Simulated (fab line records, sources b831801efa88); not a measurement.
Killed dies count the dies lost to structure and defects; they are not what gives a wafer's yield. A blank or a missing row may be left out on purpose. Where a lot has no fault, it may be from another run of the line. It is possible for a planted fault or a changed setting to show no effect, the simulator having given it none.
What tool caused it?    flow sky130    21 wafers from 7 lots sampled at 3 of the route's 708 steps

== WHAT THE GAUGES READ, wafer by wafer ==
SKY_LDD_LDN_TW_MEAS_13.
lot   measured      on             LDD_LDN_TW
L995  day 23 03:52  film metro-02  1473 1474 1475
L997  day 23 21:09  film metro-01  1464 1455 1461
L100  day 25 11:23  film metro-02  1480 1490 1478
L102  day 25 18:46  film metro-02  1488 1488 1494
L105  day 27 03:55  film metro-03  1475 1470 1469
L109  day 28 04:23  film metro-02  1485 1479 1487
L117  day 30 18:40  film metro-02  1354 1352 1358

== WHAT TOOL EACH LOT RAN ON (gives the tool, then ch and the chambers of the sampled wafers, and finally the start) ==
lot   SKY_VT_ADJUST_LVTN_STRIP_20           SKY_LDD_LDN_IMPLANT_10
L995  plasma asher-01 ch 0,1, day 7 18:10   implanter-03 ch 0, day 23 03:28
L997  plasma asher-02 ch 0,1, day 8 10:25   implanter-01 ch 0, day 23 20:47
L100  plasma asher-04 ch 0,1, day 9 13:13   implanter-03 ch 0, day 25 11:01
L102  plasma asher-01 ch 0,1, day 9 21:46   implanter-03 ch 0, day 25 18:22
L105  plasma asher-04 ch 0,1, day 11 01:10  implanter-01 ch 0, day 27 03:31
L109  plasma asher-04 ch 0,1, day 11 22:22  implanter-01 ch 0, day 28 03:58
L117  plasma asher-01 ch 0,1, day 14 12:22  implanter-01, day 30 18:16
- SKY_VT_ADJUST_LVTN_STRIP_20: strips in O2/N2.
- SKY_LDD_LDN_IMPLANT_10

== THE ANSWER, worked out from the rows above alone ==
Rule: the usual values come from the lots themselves. Put in order of their means at a reading, lots are off if they are a third of the lots or fewer, leave a main group of 4 or more, and stand apart from it by a gap of 3 or more times the standard deviation of the main group's means; of several such gaps the widest counts. Not used: any main group whose means are identical at the precision the tables above print for the reading. Also off: a lot with no number at a reading for which 4 or more lots have one. All remaining lots with rows at the step are treated as sound.
Off: at SKY_LDD_LDN_TW_MEAS_13 (LDD_LDN_TW), L117. Main group: mean 1477, sd 9.8.
A tool fits if, at a process step before that reading, it ran every lot that is off, and no sound lot after the first of them. The gauges at SKY_LDD_LDN_TW_MEAS_13 are tried like those tools. Can't be told from this: 3 tools fit, plasma asher-01 at SKY_VT_ADJUST_LVTN_STRIP_20, implanter-01 at SKY_LDD_LDN_IMPLANT_10, film metro-02 at SKY_LDD_LDN_TW_MEAS_13.

== WHAT THE SIMULATOR HAD INSERTED ==
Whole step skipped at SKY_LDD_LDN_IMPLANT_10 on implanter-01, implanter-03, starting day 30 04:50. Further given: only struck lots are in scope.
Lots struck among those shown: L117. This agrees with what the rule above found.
